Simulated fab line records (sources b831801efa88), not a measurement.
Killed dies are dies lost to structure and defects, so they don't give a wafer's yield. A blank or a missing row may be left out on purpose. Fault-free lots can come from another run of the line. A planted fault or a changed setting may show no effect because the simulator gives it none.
fab line records -- flow sky130
[record] lots = 13, wafers = 39, last_day = 50
route steps=708 shown FIELD_ISO@20 METAL5@661 PASSIVATION@692 PAD_OPEN@708
lots untouched by any fault: they come from a run of this same line in which no faults occurred
start_h: start of the lot's first displayed wafer, in hours after the record's first day -- wait_h: time in hours since the lot's previous step -- " repeats the value in the row above -- L1.1+2: a row that stands for several wafers -- - value missing, or start not given -- * or withheld: withheld -- < > ~ a bound
route shown NAME@n: a module of which the file shows steps, and the number in the route of the first -- usual: mean/standard deviation taken from wafers without a fault -- same: alike in all rows -- chamber/n: place in a boat -- sites: the reading at each site -- _std_site: the standard deviation of these -- _edge_site: outer sites' mean less inner sites' -- radius_mm: how far each site lies from the wafer's centre -- mask NAME#n: copy n -- behind: the tool/chamber that last shaped the wafer -- hold: cause of the lot's hold/its duration in hours/its outcome -- device: whichever transistor did not switch (one of n, p or np) -- end of line: tests of these same wafers at the route's end -- step lacking rows: just its recipe -- killed: at the first sort, the dies lost to defects and structure; wafer yield is something else -- map: a wafer's dies, x killed, . not, _ none there
set.NAME: the setting that was run; set.NAME@STEP: the one run at that earlier step -- model.NAME: the simulator's own value behind a step, which no gauge read
steps of the route over a sample of lots; a table a step, a row a wafer
services: the hour from which a tool's chamber was out of use, counted from the record's first day as start_h (under 0 if before that day), plus the number of hours and why
[[steps]]
[step SKY_FIELD_ISO_CLEAN_19]
[recipe] chemistry = SC1/SC2, mix = 1:4:20, temp_c = 70, time_s = 150
lot.wafer,tool,chamber,start_h,wait_h
L746.1+2+5,wet_bench-03,0,30.14,0.0
L747.2+3+4,wet_bench-03,1,35.53,0.0
L748.2+4+5,wet_bench-01,0,41.76,0.0
L749.2+3+5,wet_bench-01,0,48.36,0.0
L751.2+4+5,wet_bench-01,0,54.98,0.0
L753.3+4+6,wet_bench-03,2,65.91,0.0
L756.1+3+5,wet_bench-01,3,83.14,0.0
L760.2+3+4,wet_bench-03,3,100.86,0.0
L761.2+5+6,wet_bench-03,2,108.93,0.0
L762.1+4+5,wet_bench-01,1,114.68,0.0
L763.2+4+6,wet_bench-01,3,119.53,0.0
L765.1+2+6,wet_bench-01,0,131.78,0.0
L769.2+3+4,wet_bench-01,0,147.41,0.0
[step SKY_METAL5_SPUTTER_00]
[recipe] material = Ti, target_thk_nm = 15, power_w = 3000, time_s = 10, chamber_pressure_pa = 0.4
[usual] chamber_pressure_pa = 0.4001/0.00075, throttle_valve_pct = 30.1/0.63
lot.wafer,tool,chamber,start_h,wait_h,chamber_pressure_pa,throttle_valve_pct
L746.1,pvd_sputter-02,-,1015.94,0.2,0.3999,31.1
L746.2,pvd_sputter-02,-,1015.94,0.2,0.4003,30.3
L746.5,pvd_sputter-02,-,1015.94,0.2,0.4013,31.1
L747.2,pvd_sputter-03,-,1022.83,0.2,0.4002,29.2
L747.3,pvd_sputter-03,-,1022.83,0.2,0.3993,29.8
L747.4,pvd_sputter-03,-,1022.83,0.2,0.4012,30.8
L748.2,pvd_sputter-02,-,1033.46,0.2,0.3998,31.1
L748.4,pvd_sputter-02,-,1033.46,0.2,0.4000,30.5
L748.5,pvd_sputter-02,-,1033.46,0.2,0.4009,30.3
L749.2,pvd_sputter-02,-,1043.90,0.2,0.3998,31.0
L749.3,pvd_sputter-02,-,1043.90,0.2,0.4010,30.2
L749.5,pvd_sputter-02,-,1043.90,0.2,0.4001,30.5
L751.2,pvd_sputter-03,-,1046.22,0.2,0.3999,29.0
L751.4,pvd_sputter-03,-,1046.22,0.2,0.3994,29.6
L751.5,pvd_sputter-03,-,1046.22,0.2,0.4004,29.0
L753.3,pvd_sputter-03,-,1066.80,0.2,0.4009,29.2
L753.4,pvd_sputter-03,-,1066.80,0.2,0.3993,30.0
L753.6,pvd_sputter-03,-,1066.80,0.2,0.3999,29.7
L756.1,pvd_sputter-03,-,1088.94,0.2,0.3992,29.8
L756.3,pvd_sputter-03,-,1088.94,0.2,0.3994,29.6
L756.5,pvd_sputter-03,-,1088.94,0.2,0.4004,28.7
L760.2,pvd_sputter-02,-,1112.25,0.2,0.3986,31.2
L760.3,pvd_sputter-02,-,1112.25,0.2,0.4005,30.3
L760.4,pvd_sputter-02,-,1112.25,0.2,0.4006,30.4
L761.2,pvd_sputter-03,-,1116.76,0.2,0.3998,30.9
L761.5,pvd_sputter-03,-,1116.76,0.2,0.4010,30.7
L761.6,pvd_sputter-03,-,1116.76,0.2,0.4006,29.6
L762.1,pvd_sputter-03,-,1118.14,0.1,0.4010,30.6
L762.4,pvd_sputter-03,-,1118.14,0.1,0.3994,29.5
L762.5,pvd_sputter-03,-,1118.14,0.1,0.4000,29.7
L763.2,pvd_sputter-02,-,1125.79,0.1,0.4013,30.1
L763.4,pvd_sputter-02,-,1125.79,0.1,0.3999,30.1
L763.6,pvd_sputter-02,-,1125.79,0.1,0.4003,30.2
L765.1,pvd_sputter-02,-,1135.37,0.1,0.4003,30.4
L765.2,pvd_sputter-02,-,1135.37,0.1,0.4010,31.0
L765.6,pvd_sputter-02,-,1135.37,0.1,0.3989,30.3
L769.2,pvd_sputter-02,-,1153.18,0.2,0.3996,30.5
L769.3,pvd_sputter-02,-,1153.18,0.2,0.3993,30.7
L769.4,pvd_sputter-02,-,1153.18,0.2,0.4003,30.3
[step SKY_METAL5_SPUTTER_03]
[recipe] material = Ti, target_thk_nm = 5, power_w = 3000, time_s = 3.408, chamber_pressure_pa = 0.4
[usual] chamber_pressure_pa = 0.3999/0.001, throttle_valve_pct = 30.1/0.63
lot.wafer,tool,chamber,start_h,wait_h,chamber_pressure_pa,throttle_valve_pct
L746.1,pvd_sputter-02,-,1016.04,0.0,0.4002,31.3
L746.2,pvd_sputter-02,-,1016.04,0.0,0.3992,30.3
L746.5,pvd_sputter-02,-,1016.04,0.0,0.4004,30.9
L747.2,pvd_sputter-03,-,1022.92,0.0,0.4002,29.1
L747.3,pvd_sputter-03,-,1022.92,0.0,0.3978,29.9
L747.4,pvd_sputter-03,-,1022.92,0.0,0.4000,31.1
L748.2,pvd_sputter-02,-,1033.56,0.0,0.4011,31.0
L748.4,pvd_sputter-02,-,1033.56,0.0,0.3998,30.1
L748.5,pvd_sputter-02,-,1033.56,0.0,0.4002,30.2
L749.2,pvd_sputter-02,-,1044.00,0.0,0.4000,30.7
L749.3,pvd_sputter-02,-,1044.00,0.0,0.3988,30.2
L749.5,pvd_sputter-02,-,1044.00,0.0,0.3994,30.2
L751.2,pvd_sputter-03,-,1046.32,0.0,0.3987,29.1
L751.4,pvd_sputter-03,-,1046.32,0.0,0.4002,29.9
L751.5,pvd_sputter-03,-,1046.32,0.0,0.3999,28.8
L753.3,pvd_sputter-03,-,1066.90,0.0,0.3990,28.9
L753.4,pvd_sputter-03,-,1066.90,0.0,0.4005,29.8
L753.6,pvd_sputter-03,-,1066.90,0.0,0.3999,29.8
L756.1,pvd_sputter-03,-,1089.04,0.0,0.3999,29.5
L756.3,pvd_sputter-03,-,1089.04,0.0,0.4010,29.7
L756.5,pvd_sputter-03,-,1089.04,0.0,0.4056,29.1
L760.2,pvd_sputter-02,-,1112.35,0.0,0.3994,30.9
L760.3,pvd_sputter-02,-,1112.35,0.0,0.3997,30.4
L760.4,pvd_sputter-02,-,1112.35,0.0,0.4009,30.3
L761.2,pvd_sputter-03,-,1116.86,0.0,0.3991,30.8
L761.5,pvd_sputter-03,-,1116.86,0.0,0.3994,30.9
L761.6,pvd_sputter-03,-,1116.86,0.0,0.3990,30.0
L762.1,pvd_sputter-03,-,1118.24,0.0,0.4008,30.8
L762.4,pvd_sputter-03,-,1118.24,0.0,0.3983,29.8
L762.5,pvd_sputter-03,-,1118.24,0.0,0.3993,29.6
L763.2,pvd_sputter-02,-,1125.89,0.0,0.3999,30.3
L763.4,pvd_sputter-02,-,1125.89,0.0,0.4010,30.4
L763.6,pvd_sputter-02,-,1125.89,0.0,0.3995,30.4
L765.1,pvd_sputter-02,-,1135.47,0.0,0.4007,30.4
L765.2,pvd_sputter-02,-,1135.47,0.0,0.3991,30.7
L765.6,pvd_sputter-02,-,1135.47,0.0,0.4005,30.3
L769.2,pvd_sputter-02,-,1153.28,0.0,0.3998,30.5
L769.3,pvd_sputter-02,-,1153.28,0.0,0.4004,31.0
L769.4,pvd_sputter-02,-,1153.28,0.0,0.4006,30.4
[step SKY_PASSIVATION_ETCH_11]
[recipe] chemistry = CF4/O2, target_depth_nm = 725, stop_on = AlCu, source_w = 800, bias_w = 150, pressure_mtorr = 150, cf4_flow_sccm = 80, O2_flow_sccm = 10, time_s = 161.1
[usual] bias_w = 150.0/0.5, chamber_pressure_mTorr = 150.01/0.14, drypump_motor_current_A = 5.7/0.46, oes_product_au = 0.977/0.009, throttle_valve_pct = 5.966/0.0087
lot.wafer,tool,chamber,start_h,wait_h,bias_w,chamber_pressure_mTorr,drypump_motor_current_A,oes_product_au,rf_hours_counter_h,throttle_valve_pct
L746.1,rie_diel-01,2,1062.30,-,149.9,150.09,6.4,0.972,13,5.966
L746.2,rie_diel-01,0,1062.30,-,149.0,149.94,5.3,0.953,13,5.959
L746.5,rie_diel-01,0,1062.30,-,149.7,150.10,5.3,0.981,-,5.962
L747.2,rie_diel-02,1,1068.38,-,149.9,149.88,5.6,0.991,15,5.970
L747.3,rie_diel-02,0,1068.38,-,150.3,150.04,6.3,0.968,17,5.958
L747.4,rie_diel-02,2,1068.38,-,149.5,149.88,5.2,0.970,14,5.957
L748.2,rie_diel-04,3,1078.35,-,149.6,150.01,5.9,0.972,14,5.955
L748.4,rie_diel-04,1,1078.35,-,149.8,150.09,6.3,0.983,4,5.962
L748.5,rie_diel-04,3,1078.35,-,150.6,150.04,5.9,0.978,-,5.979
L749.2,rie_diel-02,0,1089.20,-,149.7,150.10,6.3,0.972,17,5.968
L749.3,rie_diel-02,1,1089.20,-,149.3,149.83,5.6,0.976,16,5.951
L749.5,rie_diel-02,1,1089.20,-,149.2,149.98,5.6,0.973,-,5.964
L751.2,rie_diel-01,3,1090.55,-,150.0,150.14,5.1,0.980,10,5.985
L751.4,rie_diel-01,0,1090.55,-,149.8,149.95,5.3,0.985,14,5.980
L751.5,rie_diel-01,2,1090.55,-,150.1,150.06,6.4,0.981,-,5.975
L753.3,rie_diel-01,2,1109.40,-,150.1,150.01,6.4,0.975,15,5.982
L753.4,rie_diel-01,0,1109.40,-,150.1,150.25,5.3,0.993,14,5.964
L753.6,rie_diel-01,0,1109.40,-,149.9,150.12,5.3,0.977,-,5.965
L756.1,rie_diel-04,3,1130.60,-,150.4,149.92,5.9,0.966,16,5.964
L756.3,rie_diel-04,1,1130.60,-,149.9,149.99,6.3,0.977,6,5.967
L756.5,rie_diel-04,1,1130.60,-,150.2,149.86,6.2,0.982,-,5.956
L760.2,rie_diel-01,1,1153.10,-,150.2,149.83,5.3,0.992,22,5.963
L760.3,rie_diel-01,0,1153.10,-,150.2,149.92,5.3,0.963,16,5.948
L760.4,rie_diel-01,3,1153.10,-,150.2,150.06,5.1,0.959,12,5.969
L761.2,rie_diel-04,0,1154.96,-,149.7,150.01,5.7,0.993,24,5.972
L761.5,rie_diel-04,1,1154.96,-,149.7,150.11,6.3,0.982,-,5.953
L761.6,rie_diel-04,0,1154.96,-,150.1,149.86,5.7,0.978,-,5.962
L762.1,rie_diel-01,1,1156.05,-,151.3,149.80,5.3,0.979,22,5.968
L762.4,rie_diel-01,2,1156.05,-,149.8,149.93,6.4,0.987,16,5.974
L762.5,rie_diel-01,1,1156.05,-,150.9,150.16,5.3,0.988,-,5.960
L763.2,rie_diel-01,3,1163.81,-,149.6,149.88,5.1,0.959,12,5.964
L763.4,rie_diel-01,1,1163.81,-,149.2,150.04,5.3,0.984,22,5.966
L763.6,rie_diel-01,1,1163.81,-,149.8,150.04,5.3,0.982,-,5.972
L765.1,rie_diel-01,3,1172.83,-,151.0,149.83,5.1,0.971,13,5.948
L765.2,rie_diel-01,1,1172.83,-,150.2,150.29,5.3,0.981,23,5.956
L765.6,rie_diel-01,2,1172.83,-,149.7,150.07,6.4,0.996,-,5.956
L769.2,rie_diel-01,0,1189.36,-,150.1,149.93,5.3,0.975,17,5.964
L769.3,rie_diel-01,1,1189.36,-,150.0,150.08,5.3,0.966,23,5.967
L769.4,rie_diel-01,2,1189.36,-,150.0,149.78,6.4,0.988,17,5.972
[step SKY_PAD_OPEN_PROBE_99]
[usual] killed_at_M0_to_M3 = 43/7.5, killed_at_M4_up = 3.2/1.9, killed_at_contacts = 24/4.9, killed_at_front_end = 15/4.3, killed_at_other = 0.4/0.72, killed_dies = 86/9.1, killed_open = 47/6.5, killed_short = 39/6.5
[same] gross_dies = 492, killed_at_back_side = 0
lot.wafer,tool,chamber,start_h,wait_h,killed_at_M0_to_M3,killed_at_M4_up,killed_at_contacts,killed_at_front_end,killed_at_other,killed_dies,killed_open,killed_short
L760.2,prober-02,-,1173.51,0.1,34,1,20,59,1,115,44,32
L760.3,prober-02,-,1173.56,0.2,51,2,21,49,2,125,48,39
L760.4,prober-02,-,1173.61,0.2,37,0,25,56,2,120,39,41
L761.2,prober-02,-,1174.72,0.1,45,3,19,17,0,84,55,29
L761.5,prober-02,-,1174.87,0.2,37,4,16,17,0,74,39,34
L761.6,prober-02,-,1174.92,0.2,46,1,18,13,0,78,40,38
// killed by level:class
L760.2 FIELD_ISO:unspecified=39 VIA1:geometric_particle:open=12 CONTACT:geometric_particle:open=6 FIELD_ISO:geometric_particle:open=5 METAL1:geometric_particle:short=5 VIA1:geometric_particle:short=5 VIA2:geometric_particle:open=5 POLY_GATE:geometric_particle:open=4
L760.3 FIELD_ISO:unspecified=38 VIA1:geometric_particle:open=10 CONTACT:geometric_particle:open=8 VIA2:geometric_particle:open=7 VIA1:geometric_particle:short=7 VIA3:geometric_particle:open=7 LOCAL_INTERCONNECT:geometric_particle:short=6 FIELD_ISO:geometric_particle:short=5
L760.4 FIELD_ISO:unspecified=40 VIA1:geometric_particle:open=9 FIELD_ISO:geometric_particle:open=7 VIA3:geometric_particle:open=7 LOCAL_INTERCONNECT:geometric_particle:short=7 METAL1:geometric_particle:short=7 CONTACT:geometric_particle:open=6 CONTACT:geometric_particle:short=5
L761.2 VIA1:geometric_particle:open=16 LI_CONTACT:geometric_particle:open=8 VIA3:geometric_particle:open=7 CONTACT:geometric_particle:open=6 POLY_GATE:geometric_particle:short=4 METAL1:geometric_particle:short=4 FIELD_ISO:geometric_particle:short=3 FIELD_ISO:geometric_particle:open=3
L761.5 VIA1:geometric_particle:open=8 LI_CONTACT:geometric_particle:open=7 METAL1:geometric_particle:short=5 VIA2:geometric_particle:open=5 VIA3:geometric_particle:open=5 FIELD_ISO:geometric_particle:open=4 FIELD_ISO:geometric_particle:short=4 METAL2:geometric_particle:short=4
L761.6 VIA1:geometric_particle:open=13 CONTACT:geometric_particle:open=7 VIA3:geometric_particle:open=7 FIELD_ISO:geometric_particle:short=6 VIA1:geometric_particle:short=6 LI_CONTACT:geometric_particle:open=5 CONTACT:geometric_particle:short=5 METAL2:geometric_particle:short=5
[[services]]
tool,chamber,start_h,hours,kind
pvd_sputter-03,-,12.27,4.6,repair
pvd_sputter-02,-,24.63,2.5,repair
rie_diel-01,0,52.52,2.5,repair
pvd_sputter-03,-,61.22,12.5,repair
rie_diel-01,3,84.06,8.0,repair
pvd_sputter-02,-,97.88,2.3,repair
pvd_sputter-02,-,227.66,1.1,repair
rie_diel-01,1,237.15,3.4,repair
pvd_sputter-02,-,285.86,10.4,repair
pvd_sputter-02,-,308.95,1.3,repair
pvd_sputter-02,-,309.83,2.9,repair
rie_diel-01,0,315.68,21.4,repair
pvd_sputter-03,-,348.37,1.7,repair
pvd_sputter-02,-,449.86,4.7,repair
pvd_sputter-02,-,530.39,2.4,repair
pvd_sputter-03,-,531.76,4.3,repair
pvd_sputter-02,-,604.67,1.3,repair
pvd_sputter-03,-,763.70,1.2,repair
pvd_sputter-02,-,941.62,1.5,repair
pvd_sputter-03,-,998.02,3.0,repair
pvd_sputter-03,-,1011.24,1.3,repair
pvd_sputter-02,-,1034.83,4.2,repair
pvd_sputter-02,-,1123.57,1.4,repair
pvd_sputter-02,-,1139.18,1.3,repair
[[key]]
[first_sign] step = SKY_PAD_OPEN_PROBE_99, reading = killed_at_front_end, direction = up, sigmas = 9.1, usual = 15, struck = 55
[effect] step = SKY_PAD_OPEN_PROBE_99, reading = killed_dies, direction = up, sigmas = 3.7, usual = 86, struck = 120
met_at SKY_FIELD_ISO_CLEAN_19
struck_lots L760
struck_wafers L760.2,L760.3,L760.4
tester_left_out L760
not_acting_at SKY_METAL5_SPUTTER_00,SKY_METAL5_SPUTTER_03,SKY_PASSIVATION_ETCH_11
[fault] kind = chamber_particle_source, tool = wet_bench-03, chamber = 3, onset_h = 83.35, steps = SKY_FIELD_ISO_CLEAN_19, rate_per_visit_cm2 = 0.44611, end_h = 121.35
// tester_left_out: of these lots the tester's yield and bins aren't shown, on N5 and GAA mostly nor the transistor test; their killed dies are dies lost to structure and defects alone, not to doping, threshold or leakage, so they don't give the yield
